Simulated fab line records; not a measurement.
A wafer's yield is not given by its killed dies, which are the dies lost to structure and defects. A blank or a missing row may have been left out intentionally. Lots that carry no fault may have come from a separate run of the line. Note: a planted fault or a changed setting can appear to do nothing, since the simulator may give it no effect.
What tool caused it? ; flow gf180mcu ; 39 wafers from 13 lots sampled at 6 of the route's 602 steps

== WHAT THE GAUGES READ, wafer by wafer ==
GF_DNWELL_TW_MEAS_09. Usual: DNWELL_TW 1359, standard deviation 20.
lot;measured;on;DNWELL_TW;flag
L801;day 2 19:55;film_metro-01;1336 1332 1332;
L803;day 3 05:47;film_metro-04;1370 1378 1375;
L804;day 3 12:17;film_metro-02;1379 1383 1378;
L805;day 3 17:01;film_metro-04;1357 1346 1353;
L809;day 4 17:31;film_metro-02;1383 1382 1380;
L810;day 4 22:43;film_metro-04;1357 1345 1354;
L811;day 5 02:52;film_metro-01;1331 1329 1328;
L813;day 5 10:07;film_metro-02;1364 1369 1361;
L817;day 6 06:44;film_metro-04;1345 1347 1344;
L821;day 7 04:44;film_metro-02;1368 1376 1373;
L822;day 7 11:43;film_metro-01;1328 1335 1333;
L823;day 7 15:26;film_metro-04;1345 1347 1355;
L824;day 7 22:17;film_metro-01;1324 1320 1322;

GF_MVSD_OVL_MEAS_07. Usual: MVSD_OVL -1.9 nm, standard deviation 1.2.
lot;measured;on;MVSD_OVL (nm);flag
L801;day 4 09:46;overlay-01;-2.0 -1.6 -2.2;
L803;day 4 20:11;overlay-02;-1.0 -2.8 -1.8;
L804;day 5 04:15;overlay-02;-2.4 -1.1 -3.7;
L805;day 5 10:26;overlay-02;-2.1 0.0 -1.9;
L809;day 6 13:56;overlay-01;-1.5 -1.2 -1.3;
L810;day 6 19:22;overlay-01;-2.4 -0.3 -1.7;
L811;day 6 22:11;overlay-01;-1.1 -1.1 -1.9;
L813;day 7 07:25;overlay-02;-0.1 -1.0 -0.3;
L817;day 8 06:01;overlay-01;-0.8 -2.1 -1.6;
L821;day 9 06:13;overlay-01;-3.1 -4.2 -1.4;
L822;day 9 13:47;overlay-02;-4.3 -3.7 -3.6;
L823;day 9 18:20;overlay-01;-2.0 0.6 -0.4;
L824;day 10 02:50;overlay-01;-1.8 -1.3 -0.5;

GF_MVPSD_TW_MEAS_11. Usual: MVPSD_TW 551, standard deviation 11.
lot;measured;on;MVPSD_TW;flag
L801;day 4 23:51;film_metro-02;566 569 568;
L803;day 5 10:49;film_metro-01;544 544 544;
L804;day 5 18:51;film_metro-02;563 563 560;
L805;day 6 01:16;film_metro-02;565 565 562;
L809;day 7 06:30;film_metro-02;621 618 621;OFF
L810;day 7 11:54;film_metro-02;621 621 619;OFF
L811;day 7 14:40;film_metro-01;601 601 602;OFF
L813;day 8 00:04;film_metro-03;538 540 538;
L817;day 8 23:58;film_metro-03;538 538 542;
L821;day 10 00:36;film_metro-01;543 543 538;
L822;day 10 08:01;film_metro-02;563 563 563;
L823;day 10 13:21;film_metro-01;541 541 540;
L824;day 10 21:14;film_metro-01;542 543 541;

GF_VT_IMPLANT_RS_MEAS_49: a four-point-probe measurement. Usual: MVPSD_RS 1169 ohm/sq, standard deviation 3.1.
lot;measured;on;MVPSD_RS (ohm/sq);flag
L801;day 7 12:14;film_metro-01;1174 1177 1177;
L803;day 8 00:01;film_metro-02;1169 1170 1168;
L804;day 8 09:41;film_metro-01;1170 1173 1171;
L805;day 8 17:28;film_metro-02;1166 1168 1171;
L809;day 10 04:02;film_metro-01;1360 1356 1358;OFF
L810;day 10 08:11;film_metro-03;1353 1355 1357;OFF
L811;day 10 12:32;film_metro-03;1356 1356 1356;OFF
L813;day 10 21:48;film_metro-02;1168 1170 1166;
L817;day 12 00:26;film_metro-01;1177 1175 1172;
L821;day 13 04:44;film_metro-03;1167 1173 1170;
L822;day 13 13:08;film_metro-02;1167 1165 1167;
L823;day 13 18:44;film_metro-01;1172 1174 1174;
L824;day 14 02:24;film_metro-02;1167 1168 1169;

== TOOL THAT RAN EACH LOT (tool first, then ch and the chambers of the sampled wafers, then the start) ==
lot;GF_MVPSD_IMPLANT_08;GF_VT_IMPLANT_STRIP_09
L801;implanter-02 ch 0, day 4 23:27;plasma_asher-01 ch 0,1, day 5 14:03
L803;implanter-01 ch 0, day 5 10:27;plasma_asher-01 ch 0,1, day 6 00:56
L804;implanter-01 ch 0, day 5 18:27;plasma_asher-04 ch 0,1, day 6 09:37
L805;implanter-01 ch 0, day 6 00:53;plasma_asher-01 ch 0,1, day 6 16:27
L809;implanter-03 ch 0, day 7 06:07;plasma_asher-02 ch 0,1, day 7 22:16
L810;implanter-03 ch 0, day 7 11:31;plasma_asher-01 ch 0,1, day 8 03:40
L811;implanter-03 ch 0, day 7 14:17;plasma_asher-01 ch 0,1, day 8 07:06
L813;implanter-01 ch 0, day 7 23:41;plasma_asher-04 ch 0,1, day 8 16:40
L817;implanter-01 ch 0, day 8 23:19;plasma_asher-02 ch 0,1, day 9 17:29
L821;implanter-03 ch 0, day 10 00:13;plasma_asher-04 ch 0,1, day 10 18:56
L822;implanter-01 ch 0, day 10 07:38;plasma_asher-02 ch 0,1, day 11 02:21
L823;implanter-02 ch 0, day 10 12:58;plasma_asher-02 ch 1, day 11 06:56
L824;implanter-02 ch 0, day 10 20:52;plasma_asher-02 ch 0,1, day 11 15:23
- GF_MVPSD_IMPLANT_08
- GF_VT_IMPLANT_STRIP_09: strips in O2/N2.

== AS READ BY THE TOOLS THEMSELVES (means over the sampled wafers that have a number; for cases with no such wafer, the mark the record gives instead) ==
GF_MVPSD_IMPLANT_08. Usual: tilt_deg 0.006 degrees, standard deviation 0.019.
lot;tool;tilt_deg (degrees);flag
L801;implanter-02;-0.003;
L803;implanter-01;0.010;
L804;implanter-01;0.009;
L805;implanter-01;0.013;
L809;implanter-03;4.561;OFF
L810;implanter-03;4.547;OFF
L811;implanter-03;4.530;OFF
L813;implanter-01;0.011;
L817;implanter-01;0.010;
L821;implanter-03;-0.013;
L822;implanter-01;-0.013;
L823;implanter-02;-0.005;
L824;implanter-02;-0.003;

GF_VT_IMPLANT_STRIP_09. Usual: drypump_motor_current_A 5.7 A, standard deviation 0.46; heater_power_w 352 W, standard deviation 44; oes_product_au 0.716 a.u., standard deviation 0.0041; strip_time_to_endpoint_s 12.62 s, standard deviation 0.04.
lot;tool;drypump_motor_current_A (A);heater_power_w (W);oes_product_au (a.u.);strip_time_to_endpoint_s (s);flag
L801;plasma_asher-01;5.3;360;0.715;12.58;
L803;plasma_asher-01;5.3;362;0.716;12.58;
L804;plasma_asher-04;5.7;313;0.713;12.60;
L805;plasma_asher-01;5.4;337;0.713;12.68;
L809;plasma_asher-02;6.2;392;0.715;12.61;
L810;plasma_asher-01;5.3;360;0.719;12.62;
L811;plasma_asher-01;5.4;332;0.716;12.58;
L813;plasma_asher-04;6.0;297;0.722;12.59;
L817;plasma_asher-02;6.1;374;0.715;12.65;
L821;plasma_asher-04;6.0;298;0.719;12.62;
L822;plasma_asher-02;6.2;394;0.713;12.65;
L823;plasma_asher-02;6.3;421;0.716;12.61;
L824;plasma_asher-02;6.2;397;0.717;12.57;

== THE ANSWER, worked out from the rows above alone ==
Rule: lot off if the mean of its wafers having a number is beyond 3 standard deviations from the usual mean. A lot without any number at a reading at which 4 lots or more have one is off too. All remaining lots with rows at the step are treated as sound. Order of review: gauges by route order, followed by the tools' own readings, for which a lot's mean as printed above is used. At the first step where some lot is off, the reading lying furthest off is the one used; lots without a number count as furthest.
Off: L809, L810, L811, at GF_MVPSD_TW_MEAS_11 (MVPSD_TW).
If a tool, at a process step before that reading, ran all the lots that are off and no sound lot after the first of them, it fits. Not tried: the gauges at GF_MVPSD_TW_MEAS_11; whatever is off there is also off at GF_MVPSD_IMPLANT_08, on other tools, and gauge error can't account for it. None of those tried fits.

== WHAT THE SIMULATOR PUT IN ==
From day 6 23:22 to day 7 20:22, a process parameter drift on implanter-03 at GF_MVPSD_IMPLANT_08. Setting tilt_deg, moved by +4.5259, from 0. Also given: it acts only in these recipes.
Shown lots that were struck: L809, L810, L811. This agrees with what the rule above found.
